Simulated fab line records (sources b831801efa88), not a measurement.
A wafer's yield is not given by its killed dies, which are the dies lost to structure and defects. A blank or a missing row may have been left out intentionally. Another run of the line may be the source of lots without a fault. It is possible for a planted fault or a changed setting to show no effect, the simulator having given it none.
fab line records | flow sky130
record lots=12 wafers=36 last-day=50
route steps=708 shown FIELD_ISO@1 NWELL@81 PAD_OPEN@708
lots that met no fault: taken from a fault-free run of the same line
start-h: hours from the record's first day to the start of the lot's first wafer shown | wait-h: hours from the lot's prior step to this one | " identical to the entry in the row above | L1.1+2: a single row standing in for several wafers | - no value present, or no start provided | * or withheld: withheld | < > ~ a bound
route shown NAME@n: names a module that has steps shown in the file, with the first one's number in the route | usual: mean and standard deviation over wafers with no fault | same: alike in all rows | chamber/n: place in a boat | sites: per-site readings | _std_site: how widely they spread, as a standard deviation | _edge_site: inner sites' mean taken away from outer sites' mean | radius-mm: how far each site lies from the wafer's centre | mask NAME#n: copy n | behind: the tool/chamber that last shaped the wafer | hold: reason for holding the lot/hours on hold/outcome of the hold | device: names the non-switching transistor (n, p or np) | end of line: tests run on the same wafers once the route is complete | where a step has no rows: the recipe by itself | killed: count of dies lost to structure and defects at first sort (not the wafer's yield) | map: the dies of a wafer, with x for killed, . for not killed, _ for no die there
set.NAME: the setting the step ran with; set.NAME@STEP: the setting that earlier step ran with | model.NAME: the simulator's own value behind a step, which no gauge read
one table for each step of the route and one row for each wafer, over a sample of lots
services: from which hour (start-h, from the record's first day; less than 0 if before it) a tool's chamber was out of use, for how many hours, and why
## steps
# step SKY_FIELD_ISO_BOW_MEAS_00
# recipe mode=bow
# usual INCOMING_BOW=0/6.3
# columns lot.wafer tool chamber start-h wait-h INCOMING_BOW[um]
L771.1 film-metro-04 - 15.00 - 3
L771.3 " - " " -1
L771.6 " - " " 4
L772.4 film-metro-01 - 20.06 - 2
L772.5 " - " " -1
L772.6 " - " " 4
L774.1 film-metro-02 - 30.00 - 0
L774.3 " - " " 0
L774.5 " - " " -6
L775.1 film-metro-02 - 35.00 - 4
L775.2 " - " " 7
L775.3 " - " " 17
L776.3 film-metro-02 - 40.04 - -3
L776.5 " - " " -2
L776.6 " - " " -4
L778.1 film-metro-02 - 50.00 - -2
L778.4 " - " " 1
L778.5 " - " " -5
L779.2 film-metro-04 - 55.02 - -12
L779.3 " - " " 2
L779.4 " - " " -6
L780.2 film-metro-02 - 60.02 - 3
L780.5 " - " " -7
L780.6 " - " " 8
L781.1 film-metro-01 - 65.00 - 0
L781.4 " - " " 0
L781.6 " - " " -4
L782.2 film-metro-02 - 70.02 - 2
L782.4 " - " " 1
L782.5 " - " " -6
L783.1 film-metro-04 - 75.00 - -3
L783.2 " - " " -14
L783.5 " - " " -3
L792.1 film-metro-02 - 120.00 - 10
L792.2 " - " " 3
L792.5 " - " " -3
# step SKY_FIELD_ISO_THK_MEAS_04
# recipe reads=Si3N4_of_FIELD_ISO_CVD_03
# usual FIELD_ISO_CVD_03_THK=159.9/1.6
# columns lot.wafer tool chamber start-h wait-h FIELD_ISO_CVD_03_THK[nm]
L771.1 film-metro-02 - 26.45 0.0 158.6
L771.3 " - " " 158.3
L771.6 " - " " 157.6
L772.4 film-metro-04 - 26.48 0.1 160.9
L772.5 " - " " 159.9
L772.6 " - " " 160.7
L774.1 film-metro-02 - 38.57 0.0 162.9
L774.3 " - " " 162.5
L774.5 " - " " 162.7
L775.1 film-metro-04 - 43.28 0.0 161.4
L775.2 " - " " 162.0
L775.3 " - " " 162.0
L776.3 film-metro-01 - 47.56 0.0 159.9
L776.5 " - " " 159.8
L776.6 " - " " 160.2
L778.1 film-metro-04 - 57.29 0.0 160.9
L778.4 " - " " 162.8
L778.5 " - " " 160.2
L779.2 film-metro-02 - 61.50 0.0 161.0
L779.3 " - " " 161.8
L779.4 " - " " 161.0
L780.2 film-metro-02 - 63.64 0.0 159.6
L780.5 " - " " 160.0
L780.6 " - " " 159.2
L781.1 film-metro-02 - 68.48 0.0 161.2
L781.4 " - " " 161.5
L781.6 " - " " 162.9
L782.2 film-metro-04 - 75.79 0.0 158.3
L782.4 " - " " 158.4
L782.5 " - " " 158.8
L783.1 film-metro-02 - 78.48 0.0 157.3
L783.2 " - " " 158.7
L783.5 " - " " 159.7
L792.1 film-metro-04 - 126.12 0.0 159.5
L792.2 " - " " 160.8
L792.5 " - " " 161.2
# step SKY_FIELD_ISO_OXIDATION_22
# recipe temp-c=950 ambient=O2 stabilise-s=600 purge-s=300 target-thk-a=100 ox-time-s=623
# usual spike-tc-bottom-C=966/4.1 spike-tc-centre-C=950.5/1.1 spike-tc-lower-C=949.8/1.1 spike-tc-top-C=963.8/0.99 spike-tc-upper-C=950.2/0.89 tube-center-temp-C=950/0.091 tube_center_temp_C_max=952.4/0.38 zone-power-upper-pct=19.4/0.67
# columns lot.wafer tool chamber start-h wait-h spike-tc-bottom-C spike-tc-centre-C spike-tc-lower-C spike-tc-top-C spike-tc-upper-C tube-center-temp-C tube_center_temp_C_max zone-power-upper-pct
L771.1 furnace-02 0 41.52 0.0 969 948.1 949.0 963.4 950.2 950.13 952.0 20.1
L771.3 " 0 " " 968 949.0 950.7 965.6 949.2 949.97 952.5 19.8
L771.6 " 0 " " 970 949.1 949.5 962.7 947.2 950.07 952.5 20.1
L772.4 furnace-02 0 42.69 0.7 970 948.6 949.1 964.5 948.2 949.82 953.0 19.9
L772.5 " 0 " " 969 950.5 950.4 965.1 949.7 950.12 952.4 19.6
L772.6 " 0 " " 967 949.8 951.3 963.1 950.9 950.14 952.6 20.1
L774.1 furnace-01 0 55.05 0.6 962 951.0 951.0 964.9 950.4 949.79 952.2 18.4
L774.3 " 0 " " 961 951.0 951.0 961.5 949.7 950.05 953.2 18.7
L774.5 " 0 " " 963 952.7 949.6 962.7 951.2 949.97 952.2 18.5
L775.1 furnace-02 0 59.89 0.0 971 951.4 948.4 962.4 949.9 950.06 951.9 20.3
L775.2 " 0 " " 969 950.6 947.6 962.4 951.3 949.86 952.0 19.8
L775.3 " 0 " " 970 951.0 951.0 965.3 949.6 949.97 953.0 19.6
L776.3 furnace-02 0 63.94 0.4 969 948.8 947.4 962.6 950.4 950.09 952.3 19.7
L776.5 " 0 " " 969 951.9 949.0 963.3 950.8 949.84 952.3 20.1
L776.6 " 0 " " 970 948.8 949.2 963.9 949.3 950.13 952.8 19.9
L778.1 furnace-02 0 74.46 0.1 970 951.9 950.1 962.9 950.6 949.9 951.7 20.1
L778.4 " 0 " " 971 950.9 948.1 962.0 950.5 949.97 952.1 19.7
L778.5 " 0 " " 970 950.8 949.1 963.6 950.9 950.02 952.3 19.9
L779.2 furnace-01 0 80.83 1.3 960 951.9 951.3 963.7 950.4 950.02 952.7 18.7
L779.3 " 0 " " 962 950.9 950.1 963.7 950.9 949.94 952.5 19.0
L779.4 " 0 " " 962 949.7 950.6 965.6 950.1 950.03 952.5 18.9
L780.2 furnace-02 0 83.00 1.3 969 949.1 948.5 963.0 950.2 949.98 952.1 19.9
L780.5 " 0 " " 968 948.6 949.6 962.8 950.7 950.05 952.3 19.7
L780.6 " 0 " " 971 949.3 949.0 963.9 949.9 950.07 952.7 20.2
L781.1 furnace-01 0 88.05 2.7 961 950.8 951.2 962.1 949.1 949.96 951.8 18.5
L781.4 " 0 " " 961 951.0 953.0 963.4 952.3 949.95 952.5 18.5
L781.6 " 0 " " 963 950.0 950.5 964.1 949.7 949.9 952.2 18.6
L782.2 furnace-01 0 94.82 1.8 915 904.8 904.3 916.2 903.7 903.28 905.1 16.4
L782.4 " 0 " " 915 904.7 902.6 917.0 903.7 903.42 905.8 16.5
L782.5 " 0 " " 914 905.4 904.2 917.5 904.8 903.2 906.0 16.5
L783.1 furnace-01 0 95.99 0.2 915 904.1 902.8 916.6 904.0 903.4 905.8 16.6
L783.2 " 0 " " 915 904.0 901.7 916.1 904.9 903.45 905.7 16.7
L783.5 " 0 " " 915 904.4 904.6 916.7 903.0 903.39 905.9 16.4
L792.1 furnace-02 0 147.02 0.3 967 948.8 951.1 963.7 950.9 950.07 952.2 20.1
L792.2 " 0 " " 970 951.2 950.0 963.4 949.2 949.91 952.2 19.9
L792.5 " 0 " " 970 949.1 949.8 964.1 951.3 949.97 952.4 19.8
# step SKY_FIELD_ISO_THK_MEAS_23
# recipe reads=SiO2_of_FIELD_ISO_OXIDATION_22
# usual FIELD_ISO_OXIDATION_01_THK=9.96/0.22
# columns lot.wafer tool chamber start-h wait-h FIELD_ISO_OXIDATION_01_THK[nm]
L771.1 film-metro-02 - 42.69 0.0 9.77
L771.3 " - " " 9.59
L771.6 " - " " 9.71
L772.4 film-metro-01 - 43.89 0.0 9.96
L772.5 " - " " 9.94
L772.6 " - " " 9.89
L774.1 film-metro-02 - 56.22 0.0 9.92
L774.3 " - " " 10.15
L774.5 " - " " 9.84
L775.1 film-metro-01 - 61.06 0.0 9.99
L775.2 " - " " 9.92
L775.3 " - " " 9.94
L776.3 film-metro-02 - 65.14 0.0 10.00
L776.5 " - " " 9.99
L776.6 " - " " 10.08
L778.1 film-metro-01 - 75.63 0.0 9.94
L778.4 " - " " 10.09
L778.5 " - " " 10.05
L779.2 film-metro-04 - 82.01 0.0 10.12
L779.3 " - " " 10.08
L779.4 " - " " 10.02
L780.2 film-metro-01 - 84.18 0.0 9.73
L780.5 " - " " 9.91
L780.6 " - " " 9.64
L781.1 film-metro-01 - 89.22 0.0 10.25
L781.4 " - " " 10.15
L781.6 " - " " 10.19
L782.2 film-metro-01 - 96.00 0.0 5.91
L782.4 " - " " 5.83
L782.5 " - " " 5.87
L783.1 film-metro-04 - 97.16 0.0 6.11
L783.2 " - " " 6.07
L783.5 " - " " 6.28
L792.1 film-metro-01 - 148.20 0.0 10.00
L792.2 " - " " 10.02
L792.5 " - " " 10.13
# step SKY_NWELL_RTA_28
# recipe temp-c=1050 time-s=30 idle-temp-c=650 ramp-up-c-per-s=150 ramp-down-c-per-s=90 ambient=N2
# usual lamp-power-pct=25.31/0.05 wafer_temp_C_max=1054.8/0.88
# columns lot.wafer tool chamber start-h wait-h lamp-power-pct wafer_temp_C_max
L771.1 rtp-anneal-02 0 114.93 0.0 25.36 1055.4
L771.3 " 0 " " 25.34 1054.1
L771.6 " 0 " " 25.27 1055.2
L772.4 rtp-anneal-01 0 117.37 0.1 25.28 1054.8
L772.5 " 0 " " 25.26 1054.7
L772.6 " 0 " " 25.29 1053.2
L774.1 rtp-anneal-01 0 128.63 0.0 25.28 1056.1
L774.3 " 0 " " 25.36 1053.6
L774.5 " 0 " " 25.37 1056.5
L775.1 rtp-anneal-02 0 137.97 0.0 25.30 1054.4
L775.2 " 0 " " 25.37 1056.0
L775.3 " 0 " " 25.33 1054.6
L776.3 rtp-anneal-01 0 142.92 0.1 25.34 1054.7
L776.5 " 0 " " 25.28 1054.2
L776.6 " 0 " " 25.34 1056.2
L778.1 rtp-anneal-01 0 154.83 0.0 25.28 1054.3
L778.4 " 0 " " 25.38 1054.3
L778.5 " 0 " " 25.36 1055.0
L779.2 rtp-anneal-02 0 165.39 0.0 25.29 1054.7
L779.3 " 0 " " 25.42 1054.6
L779.4 " 0 " " 25.27 1053.7
L780.2 rtp-anneal-01 0 167.15 0.0 25.32 1056.0
L780.5 " 0 " " 25.33 1055.0
L780.6 " 0 " " 25.24 1053.1
L781.1 rtp-anneal-02 0 171.64 0.0 25.36 1054.1
L781.4 " 0 " " 25.29 1053.6
L781.6 " 0 " " 25.32 1055.0
L782.2 rtp-anneal-01 0 178.16 0.0 25.34 1054.8
L782.4 " 0 " " 25.30 1054.9
L782.5 " 0 " " 25.31 1057.1
L783.1 rtp-anneal-02 0 180.68 0.0 25.33 1053.5
L783.2 " 0 " " 25.35 1054.7
L783.5 " 0 " " 25.24 1054.1
L792.1 rtp-anneal-01 0 235.33 0.0 25.29 1055.4
L792.2 " 0 " " 25.25 1054.4
L792.5 " 0 " " 25.20 1054.3
# step SKY_PAD_OPEN_PROBE_99
# usual killed_at_M0_to_M3=43/6.4 killed_at_M4_up=3.2/1.8 killed-at-contacts=25/5.8 killed-at-front-end=16/4.1 killed-at-other=0.2/0.47 killed-dies=88/9.9 killed-open=47/7.3 killed-short=40/7.1
# same gross-dies=492 killed-at-back-side=0
# columns lot.wafer tool chamber start-h wait-h killed_at_M0_to_M3 killed_at_M4_up killed-at-contacts killed-at-front-end killed-at-other killed-dies killed-open killed-short
L771.1 prober-02 - 1076.91 0.1 43 5 22 15 1 86 47 38
L771.3 prober-02 - 1077.01 0.2 49 5 32 17 0 103 61 42
L771.6 prober-02 - 1077.16 0.2 58 5 30 22 0 115 52 63
L775.1 prober-02 - 1100.67 0.1 42 6 28 13 1 90 57 33
L775.2 prober-02 - 1100.72 0.1 51 3 31 18 0 103 47 56
L775.3 prober-02 - 1100.77 0.2 59 5 36 14 0 114 68 46
L779.2 prober-02 - 1132.87 0.1 43 4 21 17 0 85 51 34
L779.3 prober-02 - 1132.92 0.2 41 5 31 11 1 89 47 42
L779.4 prober-02 - 1132.97 0.2 39 3 19 15 0 76 43 33
L780.2 prober-01 - 1133.93 0.1 30 3 24 8 1 66 27 39
L780.5 prober-01 - 1134.08 0.2 38 3 28 12 0 81 47 34
L780.6 prober-01 - 1134.13 0.2 39 2 24 11 0 76 41 34
L782.2 prober-01 - 1139.61 0.1 35 6 24 20 0 85 46 39
L782.4 prober-01 - 1139.71 0.2 53 1 22 17 0 93 52 41
L782.5 prober-01 - 1139.76 0.2 43 6 16 17 0 82 47 35
# killed by level:class
L771.1 VIA1:geometric-particle:open=9 CONTACT:geometric-particle:open=8 METAL2:geometric-particle:short=6 FIELD_ISO:geometric-particle:open=5 LI_CONTACT:geometric-particle:open=5 CONTACT:geometric-particle:short=5 VIA3:geometric-particle:open=5 FIELD_ISO:geometric-particle:short=4
L771.3 CONTACT:geometric-particle:open=11 VIA2:geometric-particle:open=11 LI_CONTACT:geometric-particle:open=9 VIA1:geometric-particle:open=9 CONTACT:geometric-particle:short=7 FIELD_ISO:geometric-particle:open=5 METAL2:geometric-particle:short=5 VIA3:geometric-particle:short=5
L771.6 METAL2:geometric-particle:short=13 CONTACT:geometric-particle:open=11 VIA1:geometric-particle:open=9 VIA2:geometric-particle:open=7 LOCAL_INTERCONNECT:geometric-particle:short=6 CONTACT:geometric-particle:short=6 METAL1:geometric-particle:short=6 VIA3:geometric-particle:open=6
L775.1 VIA1:geometric-particle:open=15 LI_CONTACT:geometric-particle:open=11 LOCAL_INTERCONNECT:geometric-particle:short=8 VIA2:geometric-particle:open=8 POLY_GATE:geometric-particle:open=6 CONTACT:geometric-particle:open=5 METAL3:geometric-particle:short=5 VIA1:geometric-particle:short=4
L775.2 LI_CONTACT:geometric-particle:open=12 VIA1:geometric-particle:open=11 FIELD_ISO:geometric-particle:short=6 VIA1:geometric-particle:short=6 LOCAL_INTERCONNECT:geometric-particle:short=6 VIA2:geometric-particle:open=6 METAL2:geometric-particle:short=6 VIA3:geometric-particle:short=6
L775.3 VIA1:geometric-particle:open=18 CONTACT:geometric-particle:open=13 VIA3:geometric-particle:open=10 VIA2:geometric-particle:open=10 LI_CONTACT:geometric-particle:open=7 LOCAL_INTERCONNECT:geometric-particle:short=6 POLY_GATE:geometric-particle:open=5 METAL1:geometric-particle:short=5
L779.2 VIA1:geometric-particle:open=10 VIA3:geometric-particle:open=8 CONTACT:geometric-particle:open=7 METAL1:geometric-particle:short=7 VIA2:geometric-particle:open=7 POLY_GATE:geometric-particle:open=6 LI_CONTACT:geometric-particle:open=5 LOCAL_INTERCONNECT:geometric-particle:short=5
L779.3 CONTACT:geometric-particle:open=12 VIA2:geometric-particle:open=10 CONTACT:geometric-particle:short=8 LI_CONTACT:geometric-particle:open=7 VIA1:geometric-particle:open=7 METAL2:geometric-particle:short=6 VIA3:geometric-particle:open=5 METAL1:geometric-particle:short=5
L779.4 VIA1:geometric-particle:open=11 CONTACT:geometric-particle:open=10 METAL1:geometric-particle:short=9 VIA2:geometric-particle:open=6 FIELD_ISO:geometric-particle:open=5 FIELD_ISO:geometric-particle:short=5 METAL2:geometric-particle:short=5 LI_CONTACT:geometric-particle:open=4
L780.2 CONTACT:geometric-particle:open=6 CONTACT:geometric-particle:short=5 VIA1:geometric-particle:short=5 LOCAL_INTERCONNECT:geometric-particle:short=4 VIA3:geometric-particle:short=4 METAL1:geometric-particle:short=4 VIA1:geometric-particle:open=4 METAL2:geometric-particle:short=4
L780.5 CONTACT:geometric-particle:open=14 VIA1:geometric-particle:open=8 LI_CONTACT:geometric-particle:open=5 METAL1:geometric-particle:short=5 VIA2:geometric-particle:open=5 LOCAL_INTERCONNECT:geometric-particle:short=4 VIA3:geometric-particle:open=4 POLY_GATE:geometric-particle:short=3
L780.6 CONTACT:geometric-particle:open=11 VIA1:geometric-particle:open=8 VIA2:geometric-particle:open=8 LI_CONTACT:geometric-particle:open=6 METAL1:geometric-particle:short=5 CONTACT:geometric-particle:short=4 VIA3:geometric-particle:short=4 VIA3:geometric-particle:open=4
L782.2 LI_CONTACT:geometric-particle:open=9 VIA1:geometric-particle:open=8 POLY_GATE:geometric-particle:open=6 FIELD_ISO:geometric-particle:short=5 CONTACT:geometric-particle:open=5 VIA3:geometric-particle:open=5 FIELD_ISO:geometric-particle:open=4 POLY_GATE:geometric-particle:short=4
L782.4 VIA3:geometric-particle:open=10 VIA1:geometric-particle:open=10 FIELD_ISO:geometric-particle:short=6 POLY_GATE:geometric-particle:open=5 LI_CONTACT:geometric-particle:open=5 VIA1:geometric-particle:short=5 CONTACT:geometric-particle:open=5 METAL1:geometric-particle:short=5
L782.5 VIA1:geometric-particle:open=14 FIELD_ISO:geometric-particle:short=6 VIA2:geometric-particle:open=6 CONTACT:geometric-particle:open=6 FIELD_ISO:geometric-particle:open=5 METAL1:geometric-particle:short=5 LI_CONTACT:geometric-particle:open=4 VIA1:geometric-particle:short=4
## services
# columns tool chamber start-h hours kind
furnace-01 - 156.16 5.1 pm
furnace-01 - 165.24 3.7 pm
furnace-02 - 177.95 46.0 repair
furnace-02 - 183.72 2.0 repair
furnace-01 - 185.87 1.2 repair
furnace-02 - 223.90 3.3 pm
## key
first-sign step=SKY_FIELD_ISO_OXIDATION_22 reading=tube-center-temp-C direction=down sigmas=99+ usual=* struck=*
effect step=SKY_FIELD_ISO_OXIDATION_22 reading=tube_center_temp_C_max direction=down sigmas=99+ usual=* struck=*
effect step=SKY_FIELD_ISO_THK_MEAS_23 reading=FIELD_ISO_OXIDATION_01_THK direction=down sigmas=18 usual=9.96 struck=6.01
met-at SKY_FIELD_ISO_OXIDATION_22
struck-lots L782,L783
tester-left-out L782,L783
not-acting-at SKY_FIELD_ISO_BOW_MEAS_00,SKY_FIELD_ISO_THK_MEAS_04,SKY_NWELL_RTA_28
fault kind=process-parameter-drift tool=furnace-01 chamber=- onset-h=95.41 steps=SKY_FIELD_ISO_OXIDATION_22 channel=temp-c offset=* shape=step end-h=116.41 acts-in=* stated=*
# tester-left-out: of these lots the tester's yield and bins aren't shown, on N5 and GAA mostly nor the transistor test; their killed dies are dies lost to structure and defects alone, not to doping, threshold or leakage, so they don't give the yield
